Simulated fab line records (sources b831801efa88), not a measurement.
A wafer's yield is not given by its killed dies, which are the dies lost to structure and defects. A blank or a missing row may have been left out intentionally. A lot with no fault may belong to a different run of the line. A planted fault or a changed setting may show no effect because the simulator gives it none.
Matching of chambers + flow sky130 + rieDiel-04 running SKY_VIA3_ETCH_14: 4 sister chambers
The step etches BARC in N2/H2, stops on SiO2, time 45.9 s, target depth 60 nm. 16 wafers are shown with their chamber, then 7 later ones without.

EACH WAFER AND ITS CHAMBER
| wafer  | chamber | drypumpMotorCurrentA (A) | rfFwdPowerW (W) | oesProductAu (a.u.) |
|--------|---------|--------------------------|-----------------|---------------------|
| L307.2 | 1       | 5.5                      | 495.4           | 0.852               |
| L307.5 | 3       | 6.0                      | 497.4           | 0.856               |
| L307.6 | 0       | 5.9                      | 496.1           | 0.860               |
| L308.2 | 0       | 5.9                      | 494.8           | 0.849               |
| L308.3 | 3       | 6.0                      | 495.1           | 0.858               |
| L308.4 | 1       | 5.5                      | 495.9           | 0.857               |
| L311.2 | 2       | 6.8                      | 495.6           | 0.854               |
| L311.3 | 0       | 5.9                      | 494.3           | 0.856               |
| L311.4 | 2       | 6.9                      | 493.6           | 0.858               |
| L312.3 | 0       | 5.9                      | 493.9           | 0.857               |
| L312.4 | 0       | 5.9                      | 494.1           | 0.864               |
| L312.5 | 1       | 5.5                      | 497.3           | 0.853               |
| L313.3 | 3       | 6.0                      | 495.7           | 0.846               |
| L313.6 | 3       | 6.0                      | 496.4           | 0.843               |
| L314.1 | 1       | 5.5                      | 496.1           | 0.838               |
| L314.2 | 3       | 6.0                      | 496.6           | 0.847               |

SIGNATURES (averages over the wafers above)
| reading              | chamber 0 | chamber 1 | chamber 2 | chamber 3 | scatter within a chamber |
|----------------------|-----------|-----------|-----------|-----------|--------------------------|
| drypumpMotorCurrentA | 5.900     | 5.500     | 6.850     | 6.000     | 0.0204                   |
| rfFwdPowerW          | 494.640   | 496.175   | 494.600   | 496.240   | 0.92                     |
| oesProductAu         | 0.85720   | 0.85000   | 0.85600   | 0.85000   | 0.00652                  |
Rule: for each reading, subtract the chamber's mean from the wafer's reading, divide by that reading's scatter and square the result; add these up over the readings and take the root, which gives the wafer's distance from the chamber. If the next closest chamber is less than 2 further off than the closest, the wafer can't be placed; otherwise it belongs to the closest. The scatter: the root of (the sum of the squares of (reading less its chamber's mean) over the shown wafers, divided by (wafers less chambers)).

WAFERS WITHOUT THEIR CHAMBER
| wafer  | drypumpMotorCurrentA (A) | rfFwdPowerW (W) | oesProductAu (a.u.) |
|--------|--------------------------|-----------------|---------------------|
| L314.5 | 5.5                      | 496.4           | 0.840               |
| L325.1 | 6.9                      | 495.4           | 0.859               |
| L325.5 | 5.9                      | 495.0           | 0.860               |
| L325.6 | 6.0                      | 495.5           | 0.861               |
| L327.1 | 5.9                      | 494.5           | 0.858               |
| L327.2 | 5.5                      | 493.3           | 0.839               |
| L327.5 | 6.9                      | 493.9           | 0.849               |

CHAMBER TAKEN BY EACH
| wafer  | from the rows above | in truth |
|--------|---------------------|----------|
| L314.5 | 1                   | 1        |
| L325.1 | 2                   | 2        |
| L325.5 | 0                   | 0        |
| L325.6 | 3                   | 3        |
| L327.1 | 0                   | 0        |
| L327.2 | 1                   | 1        |
| L327.5 | 2                   | 2        |
Correct placement for 7 of the 7. Not placeable from these rows: 0. Placed wrongly: 0.
